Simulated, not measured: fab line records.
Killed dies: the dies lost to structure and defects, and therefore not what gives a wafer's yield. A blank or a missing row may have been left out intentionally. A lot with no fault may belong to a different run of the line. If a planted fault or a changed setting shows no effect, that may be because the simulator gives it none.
Comparing a struck lot with a sound one :: flow gf180mcu :: 17 out of 602 route steps
Sound: the wafers L287.4, L287.5, L287.6. Wafers struck: L284.1, L284.4, L284.5. The cause is named last.
For every step that has rows: the tool of each side, followed by ch and its chambers, followed by its first start. Under that, the readings that differ: sound wafers :: struck wafers :: difference of the means :: sigmas: that difference in standard deviations of wafers without a fault.
alike: readings whose means differ by less than 2 such deviations, and words and numbers that are the same on both sides. not compared: withheld readings, readings that some wafer has no value for, bounds like >300 that may hide the same value, and numbers for which the record gives no deviation and whose values overlap.
A row with sigmas, a row that says differs or no value, or rows on one side alone: a step with any of these is where the two part. Numbers that have no deviation but don't overlap get no sigmas and don't part them. A reading that every wafer of one side lacks parts them only if that side has two wafers or more.

GF_V2_CMP_04: polishes SiO2.
  sound on cmp-01 ch 0,1,3, day 22 23:56; struck on cmp-01 ch 2,3, day 22 00:20
reading: motorCurrentA (A)
sound: 9.9 11.4 10.0
struck: 14.7 12.3 13.4
difference: +3.0
sigmas: +2
  alike: timeToEndpointS
GF_V2_BOW_MEAS_05:
  sound: filmMetro-03 at day 23 00:12; struck: filmMetro-01 at day 22 00:35
  alike: V2_BOW
then, 8 steps without rows for these wafers: GF_V2_DEHYDRATE_06 (time 60 s); GF_V2_HMDS_07 (prime time 60 s); GF_V2_COAT_08; GF_V2_COAT_09 (resist thk 1000 nm); GF_V2_SOFTBAKE_10 (time 60 s); GF_V2_EXPOSE_11 (exposes mask Via2, target cd 260 nm); GF_V2_PEB_12 (peb time 90 s); GF_V2_DEVELOP_13 (develop time 60 s).
GF_V2_CD_MEAS_14: the cd target is 260 nm.
  sound: cdSem-02 at day 23 22:46; struck: cdSem-01 at day 22 23:52
  alike: cdNm
GF_V2_OVL_MEAS_15:
  sound: overlay-01 at day 23 22:51; struck: overlay-01 at day 22 23:59
  alike: V2_OVL
GF_V2_ETCH_16: etches BARC in N2/H2.
  sound on rieDiel-01 ch 0,1, day 23 22:52; struck on rieDiel-02 ch 1,3, day 23 00:02
  no value came back on the struck wafers for any of 5 readings (biasW (W), chamberPressureMTorr (mTorr) and others); on the sound wafers biasW (W) reads 99.63 99.48 99.58
GF_V2_ETCH_17: etches SiO2 in C4F8/O2/Ar, stops on TiN, target depth 630 nm.
  sound: rieDiel-01 ch 0,1; struck: rieDiel-02 ch 1,3
reading: oesProductAu (a.u.)
sound: 0.849 0.853 0.858
struck: 0.378 0.374 0.372
difference: -0.479
sigmas: -99 or more
  alike: biasW, chamberPressureMTorr
GF_V2_STRIP_18: strips in O2/N2.
  sound on plasmaAsher-01 ch 0,1, day 23 23:02; struck on plasmaAsher-01 ch 0,1, day 23 00:10
reading: oesProductAu (a.u.)
sound: 0.589 0.592 0.590
struck: 0.608 0.608 0.605
difference: +0.017
sigmas: +4
  alike: drypumpMotorCurrentA, heaterPowerW
  not compared: rfHoursCounterH
then, 1 step without rows for these wafers: GF_V2_STRIP_19 (strips in post etch residue remover, time 1200 s).
-- the record jumps here: 8 days lie between the struck wafers' starts before and after (it left off in module V2 and takes up again in module PASSIVATION, whose first step shown is number 602 of the route) --
GF_PASSIVATION_PROBE_99:
  rows exist in the record for the struck wafers here (prober-02, day 31 07:46), but not for the sound ones

## WHERE THEY PART
Earliest at GF_V2_CMP_04; latest, in this record, at GF_PASSIVATION_PROBE_99.

WHY: whatever the simulator had introduced
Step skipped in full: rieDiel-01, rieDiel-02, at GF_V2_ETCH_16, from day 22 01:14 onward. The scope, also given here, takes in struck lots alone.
